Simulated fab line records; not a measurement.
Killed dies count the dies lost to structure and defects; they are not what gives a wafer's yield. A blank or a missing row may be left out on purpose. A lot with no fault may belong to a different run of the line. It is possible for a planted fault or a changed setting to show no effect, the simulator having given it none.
Which tool did it? / flow gf180mcu / 20 wafers from 7 lots sampled at 2 of the route's 602 steps

WHAT THE GAUGES SHOWED, per wafer
GF_VT_IMPLANT_RS_MEAS_48: measurement is done with a four-point probe.
lot=L623; measured=day 8 12:07; on=film metro-03; LVPWELL_RS (ohm/sq)=1192.5 1192.9 1192.1
lot=L625; measured=day 9 05:41; on=film metro-03; LVPWELL_RS (ohm/sq)=1201.0 1197.0 1197.6
lot=L628; measured=day 9 21:32; on=film metro-03; LVPWELL_RS (ohm/sq)=1200.0 1199.9 1204.0
lot=L630; measured=day 10 15:23; on=film metro-03; LVPWELL_RS (ohm/sq)=1194.1 1194.7 1196.8
lot=L632; measured=day 11 00:58; on=film metro-04; LVPWELL_RS (ohm/sq)=1195.1 1195.3 1193.9
lot=L636; measured=day 12 06:35; on=film metro-01; LVPWELL_RS (ohm/sq)=1194.9 1191.2 1195.0
lot=L642; measured=day 13 18:50; on=film metro-04; LVPWELL_RS (ohm/sq)=1240.2 1192.3

TOOL THAT RAN EACH LOT (tool first, then ch and the chambers of the sampled wafers, then the start)
lot=L623; GF_LVPWELL_IMPLANT_08=implanter-03 ch 0, day 4 13:15
lot=L625; GF_LVPWELL_IMPLANT_08=implanter-03 ch 0, day 5 04:38
lot=L628; GF_LVPWELL_IMPLANT_08=implanter-04 ch 0, day 5 18:23
lot=L630; GF_LVPWELL_IMPLANT_08=implanter-02 ch 0, day 6 08:27
lot=L632; GF_LVPWELL_IMPLANT_08=implanter-04 ch 0, day 6 18:00
lot=L636; GF_LVPWELL_IMPLANT_08=implanter-03 ch 0, day 7 14:48
lot=L642; GF_LVPWELL_IMPLANT_08=implanter-04 ch 0, day 9 02:09
- GF_LVPWELL_IMPLANT_08

THE ANSWER, worked out from the rows above alone
Rule: the lots themselves supply what counts as usual. The widest of any qualifying gaps counts: lots, ordered by their means at a reading, are off when they make up no more than a third of the lots, leave a main group of 4 or more, and stand apart from it by 3 or more times the standard deviation of that group's means. A main group whose means are all the same, to the digits that the tables above print for the reading, isn't used. Also off: a lot with no number at a reading for which 4 or more lots have one. Where the step has rows for the other lots, those lots are counted as sound.
Off: L642, seen at GF_VT_IMPLANT_RS_MEAS_48 (LVPWELL_RS). Mean 1196.0 ohm/sq and standard deviation 3 in the main group.
If a tool, at a process step before that reading, ran all the lots that are off and no sound lot after the first of them, it fits. The gauges at GF_VT_IMPLANT_RS_MEAS_48 are tried like those tools. This does not decide it: 2 tools fit, namely implanter-04 at GF_LVPWELL_IMPLANT_08 and film metro-04 at GF_VT_IMPLANT_RS_MEAS_48.

WHAT THE SIMULATOR HAD PUT IN
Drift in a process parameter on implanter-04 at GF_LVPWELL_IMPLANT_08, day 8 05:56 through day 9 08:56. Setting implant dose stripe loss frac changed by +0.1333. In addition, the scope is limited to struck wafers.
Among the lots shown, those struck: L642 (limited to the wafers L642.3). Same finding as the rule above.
